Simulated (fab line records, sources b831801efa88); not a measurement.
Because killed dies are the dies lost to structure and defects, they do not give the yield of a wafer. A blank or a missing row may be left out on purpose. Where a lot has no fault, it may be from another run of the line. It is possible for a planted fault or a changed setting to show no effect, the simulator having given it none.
A lot that was struck, set against a sound lot || flow sfq-line || 42 out of 325 route steps
Sound: the wafers L839.2, L839.5, L839.6. Struck: wafer L846.3 (left out: L846.1, L846.5 of the same lot, which were not struck); the cause appears at the end.
At each step with rows: each side's tool, then ch and its chambers, then its first start. Under that, the readings that differ: sound wafers || struck wafers || difference of the means || sigmas: that difference in standard deviations of wafers without a fault.
alike: words and numbers the same on both sides, and readings whose means are apart by under 2 such deviations; not compared: readings that were withheld, readings missing a value for some wafer, numbers with overlapping values and no deviation given by the record, and bounds like >300 which may hide the same value.
Wherever a step has rows on one side only, a row that says differs or no value, or a row with sigmas, the two part there. Numbers that have no deviation but don't overlap get no sigmas and don't part them. A reading missing from all wafers of one side parts the sides only when that side holds two or more wafers.

first, 1 step without rows for these wafers: SFQ_TRILAYER_R5_DEP_SPUTTER_133 (material MoNx, target thk 40 nm, time 66.7 s).
SFQ_TRILAYER_R5_DEP_SPUTTER_134: material Ti, target thk 5 nm, time 5 s.
  sound on pvd-sputter-05, day 68 15:44; struck on pvd-sputter-03, day 73 14:31
  alike: base-pressure-pa, throttle-valve-pct
SFQ_R5_RS_MEAS_933: measurement is done with a four-point probe.
  sound on film-metro-02, day 68 15:47; struck on film-metro-02, day 73 14:32
  alike: R5_MONX_RS
SFQ_R5_THK_MEAS_934: measures by xrf.
  sound on film-metro-02, day 68 15:53; struck on film-metro-02, day 73 14:39
  alike: R5_MONX_THK
then, 6 steps without rows for these wafers: SFQ_TRILAYER_R5_LITHO_COAT_141 (resist thk 62 nm); SFQ_TRILAYER_R5_LITHO_COAT_136 (resist thk 600 nm); SFQ_TRILAYER_R5_LITHO_SOFTBAKE_140; SFQ_TRILAYER_R5_LITHO_EXPOSE_137 (exposes mask R5, target cd 500 nm); SFQ_TRILAYER_R5_LITHO_PEB_139 (peb time 60 s); SFQ_TRILAYER_R5_LITHO_DEVELOP_138 (time 60 s).
SFQ_R5_OVL_MEAS_935:
  sound on overlay-02, day 73 11:19; struck on overlay-02, day 74 04:14
  alike: R5_OVL
then, 1 step without rows for these wafers: SFQ_TRILAYER_R5_BARC_OPEN_METAL_ETCH_177 (etches BARC in O2, target depth 125 nm, time 41.7 s).
SFQ_TRILAYER_R5_ETCH_METAL_ETCH_139: etches the open film in Cl2, stops on SiO2, target depth 60 nm, time 40 s.
  sound on rie-metal-03 ch 0,1, day 73 11:24; struck on rie-metal-02 ch 0, day 74 04:20
{"reading": "oes-product-au (a.u.)", "sound": "0.995 0.991 0.994", "struck": 0.768, "difference": -0.225, "sigmas": -42}
{"reading": "model.R5.feature-depth-nm (nm)", "sound": "60 59.91 59.86", "struck": 37.52, "difference": -22.40, "sigmas": ""}
{"reading": "model.etch.depth-nm (nm)", "sound": "60 59.91 59.86", "struck": 37.52, "difference": -22.40, "sigmas": ""}
{"reading": "model.KrF_of_TRILAYER_R5_LITHO_COAT_136.thk-nm (nm)", "sound": "498.4 498.7 500.5", "struck": 505.9, "difference": "+6.7", "sigmas": ""}
  alike: drypump-motor-current-A
  not compared: rf-hours-counter-h
then, 9 steps without rows for these wafers: SFQ_TRILAYER_R5_STRIP_STRIP_140 (strips in O2); SFQ_TRILAYER_R5_STRIP_SOLV_CLEAN_141 (cleans in NMP, time 600 s); SFQ_TRILAYER_A5C_DEP_PECVD_142 (deposits SiO2 from SiH4/N2O, time 15.556 s, target thk 70 nm); SFQ_TRILAYER_I5_LITHO_COAT_149 (resist thk 62 nm); SFQ_TRILAYER_I5_LITHO_COAT_144 (resist thk 650 nm); SFQ_TRILAYER_I5_LITHO_SOFTBAKE_148; SFQ_TRILAYER_I5_LITHO_EXPOSE_145 (exposes mask I5, target cd 700 nm); SFQ_TRILAYER_I5_LITHO_PEB_147 (peb time 60 s); SFQ_TRILAYER_I5_LITHO_DEVELOP_146 (time 60 s).
SFQ_I5_OVL_MEAS_936:
  sound on overlay-02, day 73 23:26; struck on overlay-02, day 74 22:14
{"reading": "I5_OVL (nm)", "sound": "4 4 8", "struck": -10, "difference": -15, "sigmas": -3}
then, 1 step without rows for these wafers: SFQ_TRILAYER_I5_BARC_OPEN_VIA_ETCH_200 (etches BARC in O2, target depth 125 nm, time 41.7 s).
SFQ_TRILAYER_I5_ETCH_VIA_ETCH_147: etches the open film in CHF3, stops on Nb, target depth 360 nm.
  sound on rie-diel-04 ch 0,2,3, day 73 23:31; struck on rie-diel-03 ch 1, day 74 22:19
  alike: drypump-motor-current-A, oes-product-au
SFQ_TRILAYER_I5_STRIP_STRIP_148: strips in O2.
  sound on rie-metal-03 ch 0,1, day 73 23:40; struck on rie-metal-01 ch 0, day 74 22:28
  alike: drypump-motor-current-A, oes-product-au
  not compared: rf-hours-counter-h
then, 7 steps without rows for these wafers: SFQ_TRILAYER_I5_STRIP_SOLV_CLEAN_149 (cleans in NMP, time 600 s); SFQ_TRILAYER_C5_LITHO_COAT_156 (resist thk 62 nm); SFQ_TRILAYER_C5_LITHO_COAT_151 (resist thk 650 nm); SFQ_TRILAYER_C5_LITHO_SOFTBAKE_155; SFQ_TRILAYER_C5_LITHO_EXPOSE_152 (exposes mask C5, target cd 500 nm); SFQ_TRILAYER_C5_LITHO_PEB_154 (peb time 60 s); SFQ_TRILAYER_C5_LITHO_DEVELOP_153 (time 60 s).
-- the record jumps here: 4 days lie between the struck wafers' starts before and after --
SFQ_C5_OVL_MEAS_937:
  sound on overlay-02, day 77 20:35; struck on overlay-01, day 78 18:11
  alike: C5_OVL
then, 1 step without rows for these wafers: SFQ_TRILAYER_C5_BARC_OPEN_VIA_ETCH_210 (etches BARC in O2, target depth 125 nm, time 41.7 s).
SFQ_TRILAYER_C5_ETCH_VIA_ETCH_154: etches SiO2 in CHF3, stops on Nb, target depth 84 nm.
  sound on rie-diel-01 ch 1,2,3, day 77 20:39; struck on rie-diel-04 ch 0, day 78 18:15
  alike: drypump-motor-current-A, oes-product-au
then, 3 steps without rows for these wafers: SFQ_TRILAYER_C5_STRIP_STRIP_155 (strips in O2); SFQ_TRILAYER_C5_STRIP_SOLV_CLEAN_156 (cleans in NMP, time 600 s); SFQ_TRILAYER_M6_DEP_PRE_CLEAN_158 (time 22.5 s).
SFQ_TRILAYER_M6_DEP_SPUTTER_157: material Nb, target thk 200 nm, time 133.3 s.
  sound on pvd-sputter-06, day 77 21:31; struck on pvd-sputter-03, day 78 19:07
  alike: base-pressure-pa, throttle-valve-pct
SFQ_M6_RS_MEAS_938: measurement is done with a four-point probe.
  sound on film-metro-01, day 77 21:37; struck on film-metro-01, day 78 19:12
  alike: M6_NB_RS
-- the record jumps here: 16 days lie between the struck wafers' starts before and after (it left off in module M6 and takes up again in module M8, whose first step shown is number 325 of the route) --
SFQ_M8_BOW_MEAS_951:
  sound on film-metro-03, day 89 18:52; struck on film-metro-03, day 94 12:37
{"reading": "model.etest.r5.comb-log10-ohm", "sound": "12 12 12", "struck": 0, "difference": -12, "sigmas": ""}
  alike: M8_BOW

== WHERE THEY PART ==
At SFQ_TRILAYER_R5_ETCH_METAL_ETCH_139 first; at SFQ_I5_OVL_MEAS_936 last (within this record only). Later steps at which nothing parts them and some readings are alike: SFQ_TRILAYER_I5_ETCH_VIA_ETCH_147, SFQ_TRILAYER_I5_STRIP_STRIP_148, SFQ_C5_OVL_MEAS_937, SFQ_TRILAYER_C5_ETCH_VIA_ETCH_154, SFQ_TRILAYER_M6_DEP_SPUTTER_157, SFQ_M6_RS_MEAS_938, SFQ_M8_BOW_MEAS_951.

WHY: what the simulator had put in
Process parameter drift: rie-metal-02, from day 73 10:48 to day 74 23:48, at SFQ_TRILAYER_R5_ETCH_METAL_ETCH_139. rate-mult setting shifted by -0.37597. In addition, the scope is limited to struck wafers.
